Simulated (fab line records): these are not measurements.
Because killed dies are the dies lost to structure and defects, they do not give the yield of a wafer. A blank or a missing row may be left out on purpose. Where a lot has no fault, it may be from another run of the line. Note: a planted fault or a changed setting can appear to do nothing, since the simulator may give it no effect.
Comparing a struck lot with a sound one	flow sky130	14 steps out of a route of 708
Sound: these wafers, L961.1, L961.4, L961.5. Wafers struck: L951.3, L951.4, L951.5. At the end, the cause is stated.
Per side, at each step with rows, come the tool, then ch with its chambers, and then its first start. Under that, the readings that differ: sound wafers	struck wafers	difference of the means	sigmas: that difference in standard deviations of wafers without a fault.
alike: readings with means less than 2 such deviations apart, plus words and numbers identical on both sides. not compared: withheld readings, readings lacking a value on some wafer, bounds such as >300 that could conceal the same value, and numbers that have no deviation in the record and whose values overlap.
Wherever a step has rows on one side only, a row that says differs or no value, or a row with sigmas, the two part there. Non-overlapping numbers with no deviation appear without sigmas and do not part them. A reading missing from all wafers of one side parts the sides only when that side holds two or more wafers.

first, 5 steps without rows for these wafers: SKY_LI_CONTACT_COAT_07 (resist thk 450 nm); SKY_LI_CONTACT_SOFTBAKE_08 (time 90 s); SKY_LI_CONTACT_EXPOSE_09 (exposes mask LICM1, target cd 170 nm); SKY_LI_CONTACT_PEB_10; SKY_LI_CONTACT_DEVELOP_11 (develop time 60 s).
SKY_LI_CONTACT_CD_MEAS_12: the cd target is 170 nm.
  sound: cd sem-01 at day 33 23:34; struck: cd sem-02 at day 31 06:56
  alike: cd nm
SKY_LI_CONTACT_OVL_MEAS_13:
  sound: overlay-01 at day 33 23:41; struck: overlay-02 at day 31 07:02
  alike: LI_CONTACT_OVL
SKY_LI_CONTACT_ETCH_14: etches BARC in N2/H2, stops on SiO2, time 45.9 s, target depth 60 nm.
  sound on rie diel-01 ch 0,1,2, day 33 23:43; struck on rie diel-01 ch 0,1,2, day 31 07:03
  alike: bias w, drypump motor current A, oes product au, throttle valve pct
  not compared: rf hours counter h
SKY_LI_CONTACT_ETCH_15: etches PSG in C4F8/O2/Ar, stops on Si, target depth 600 nm.
  sound on rie diel-01 ch 0,1,2, day 33 23:46; struck on rie diel-01 ch 0,1,2, day 31 07:06
  alike: bias w, oes product au
SKY_LI_CONTACT_STRIP_16: strips in O2/N2.
  sound on plasma asher-01 ch 0,1, day 33 23:51; struck on plasma asher-03 ch 0,1, day 31 07:13
  alike: drypump motor current A, oes product au, strip time to endpoint s
  not compared: rf hours counter h
then, 2 steps without rows for these wafers: SKY_LI_CONTACT_CLEAN_17 (cleans in NMP, time 600 s); SKY_LI_CONTACT_PRE_CLEAN_18 (time 5.6 s).
SKY_LI_CONTACT_SPUTTER_19: material Ti, target thk 20 nm, time 106.37 s.
  sound: pvd sputter-02 at day 34 00:10; struck: pvd sputter-04 at day 31 07:29
reading	sound	struck	difference	sigmas
chamber pressure pa (Pa)	4.992 4.999 4.992	6.051 6.041 6.033	+1.047	+95
throttle valve pct (%)	28.7 31.6 31.5	29.0 26.9 27.5	-2.8	-3
model.Ti_of_LI_CONTACT_SPUTTER_19.thk nm (nm)	19.73 19.79 19.81	16.77 16.76 16.85	-2.98	
SKY_LI_CONTACT_SPUTTER_20: material TiN, target thk 20 nm, time 80 s.
  sound: pvd sputter-02 at day 34 00:14; struck: pvd sputter-04 at day 31 07:34
  alike: chamber pressure pa, throttle valve pct

WHERE THEY PART
Only at SKY_LI_CONTACT_SPUTTER_19, within this record. Later steps at which nothing parts them and some readings are alike: SKY_LI_CONTACT_SPUTTER_20.

WHY: what the simulator had put in
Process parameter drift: pvd sputter-04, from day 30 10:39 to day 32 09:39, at SKY_LI_CONTACT_SPUTTER_19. The setting chamber pressure pa was moved by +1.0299, starting from 5. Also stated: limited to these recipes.
